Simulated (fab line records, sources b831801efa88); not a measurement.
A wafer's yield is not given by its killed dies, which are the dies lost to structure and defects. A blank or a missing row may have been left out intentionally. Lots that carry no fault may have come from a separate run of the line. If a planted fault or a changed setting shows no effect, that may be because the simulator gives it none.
A single fault, viewed from 2 desks :: flow gf180mcu :: what lay behind the numbers comes last; until then each desk has only its own

THE METROLOGY DESK
Lot by lot, what the gauges showed, no matter which tool ran the lot: averages of those sampled wafers that carry a number. If a lot's mean is further than 4 standard deviations from the usual mean, the lot is out of limits and carries the mark OUT (the distance appears in the brackets).
Columns: A = V4_W_RS at GF_V4_RS_MEAS_24, usual 0.326 ohm/sq; B = V4_W_THK at GF_V4_THK_MEAS_25, usual 351 nm
lot: L292
first seen here: day 24 17:58
A: 0.322
B: 345

lot: L293
first seen here: day 25 02:56
A: 0.324
B: 352

lot: L297
first seen here: day 26 09:43
A: 0.322
B: 356

lot: L301
first seen here: day 27 16:39
A: 0.328
B: 354

lot: L309
first seen here: day 30 09:10
A: 0.325
B: 354

lot: L310
first seen here: day 30 19:31
A: 0.330
B: 352

lot: L311
first seen here: day 30 21:02
A: 0.338
B: 340

lot: L312
first seen here: day 31 04:49
A: 0.330
B: 343

lot: L313
first seen here: day 31 07:57
A: 0.328
B: 351

lot: L314
first seen here: day 31 14:59
A: 0.329
B: 344
Result from this desk: across the 10 lots, nothing is out of limits.

THE TOOL OWNER'S DESK: rieMetal-03
The tool's own readings at GF_M3_METAL_ETCH_16 (etches the open film in Cl2/BCl3, stops on SiO2, target depth 750.8 nm, time 125.1 s): means of the sampled wafers that have a number, for each lot that ran on this tool. If a lot's mean is further than 4 standard deviations from the usual mean, the lot is out of limits and carries the mark OUT (the distance appears in the brackets).
Columns: A = biasW at GF_M3_METAL_ETCH_16, usual 140.1 W; B = drypumpMotorCurrentA at GF_M3_METAL_ETCH_16, usual 5.6 A; C = oesProductAu at GF_M3_METAL_ETCH_16, usual 0.991 a.u.; D = throttleValvePct at GF_M3_METAL_ETCH_16, usual 28.230 %
lot: L301
first seen here: day 24 20:26
A: 140.6
B: 5.5
C: 1.003
D: 28.219

lot: L311
first seen here: day 28 08:17
A: 140.1
B: 5.3
C: 0.998
D: 28.220

lot: L313
first seen here: day 28 18:11
A: 139.7
B: 5.7
C: 0.994
D: 28.236

lot: L314
first seen here: day 29 03:59
A: 140.1
B: 5.3
C: 0.998
D: 28.224
Result from this desk: across the 4 lots, nothing is out of limits.

TAKEN TOGETHER
Metrology desk: nothing out of limits seen.
Nothing out of limits was seen by the tool owner's desk.

WHAT THE SIMULATOR HAD INSERTED
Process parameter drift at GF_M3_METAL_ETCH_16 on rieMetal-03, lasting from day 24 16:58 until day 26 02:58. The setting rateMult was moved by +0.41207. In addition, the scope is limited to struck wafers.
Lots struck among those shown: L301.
